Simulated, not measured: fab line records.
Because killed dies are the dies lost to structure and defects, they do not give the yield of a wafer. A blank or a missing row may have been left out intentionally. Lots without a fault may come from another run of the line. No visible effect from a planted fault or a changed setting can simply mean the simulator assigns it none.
Chamber matching | flow sky130 | rie diel-01 running SKY_POLY_CUT_ETCH_10: 4 sister chambers
The step etches BARC in N2/H2, stops on SiO2, time 45.9 s, target depth 60 nm. 14 wafers are shown with their chamber, then 7 later ones without.

== WAFERS PAIRED WITH THEIR CHAMBERS ==
wafer  | chamber | drypump motor current A (A) | oes product au (a.u.) | throttle valve pct (%)
L496.1 | 2       | 6.2                         | 0.853                 | 13.215
L496.2 | 0       | 5.4                         | 0.865                 | 13.225
L496.3 | 3       | 5.0                         | 0.849                 | 13.235
L500.2 | 3       | 5.0                         | 0.851                 | 13.226
L500.5 | 3       | 5.0                         | 0.858                 | 13.223
L500.6 | 2       | 6.2                         | 0.851                 | 13.240
L501.3 | 2       | 6.2                         | 0.854                 | 13.227
L501.5 | 0       | 5.4                         | 0.854                 | 13.234
L501.6 | 1       | 5.3                         | 0.856                 | 13.223
L502.2 | 3       | 4.9                         | 0.869                 | 13.209
L502.5 | 0       | 5.4                         | 0.853                 | 13.228
L502.6 | 3       | 5.0                         | 0.854                 | 13.210
L508.2 | 0       | 5.4                         | 0.854                 | 13.220
L508.3 | 1       | 5.3                         | 0.861                 | 13.220

SIGNATURES (averages over the wafers above)
reading                 | chamber 0 | chamber 1 | chamber 2 | chamber 3 | scatter within a chamber
drypump motor current A | 5.400     | 5.300     | 6.200     | 4.980     | 0.0283
oes product au          | 0.85650   | 0.85850   | 0.85267   | 0.85620   | 0.00604
throttle valve pct      | 13.22675  | 13.22150  | 13.22733  | 13.22060  | 0.00953
Rule: distance of a wafer from a chamber = root of the sum over the readings of ((wafer's reading minus chamber's mean) / reading's scatter) squared. The wafer belongs to the nearest chamber; if the next one is less than 2 further off, it can't be placed. The scatter: take each reading less its chamber's mean, square it, sum over the shown wafers, divide by the number of wafers less the number of chambers, and take the root.

== WAFERS WITHOUT THEIR CHAMBER ==
wafer  | drypump motor current A (A) | oes product au (a.u.) | throttle valve pct (%)
L508.6 | 5.4                         | 0.860                 | 13.226
L512.1 | 5.5                         | 0.853                 | 13.230
L512.5 | 4.9                         | 0.855                 | 13.221
L512.6 | 5.4                         | 0.853                 | 13.215
L513.3 | 5.4                         | 0.855                 | 13.227
L513.5 | 5.4                         | 0.858                 | 13.212
L513.6 | 5.3                         | 0.850                 | 13.225

== CHAMBER TAKEN BY EACH ==
wafer  | from the rows above | in truth
L508.6 | 0                   | 0
L512.1 | 0                   | 0
L512.5 | 3                   | 3
L512.6 | 0                   | 0
L513.3 | 0                   | 0
L513.5 | 0                   | 0
L513.6 | 1                   | 1
Correct placement for 7 of the 7. Number that these rows cannot place: 0. Number placed wrongly: 0.
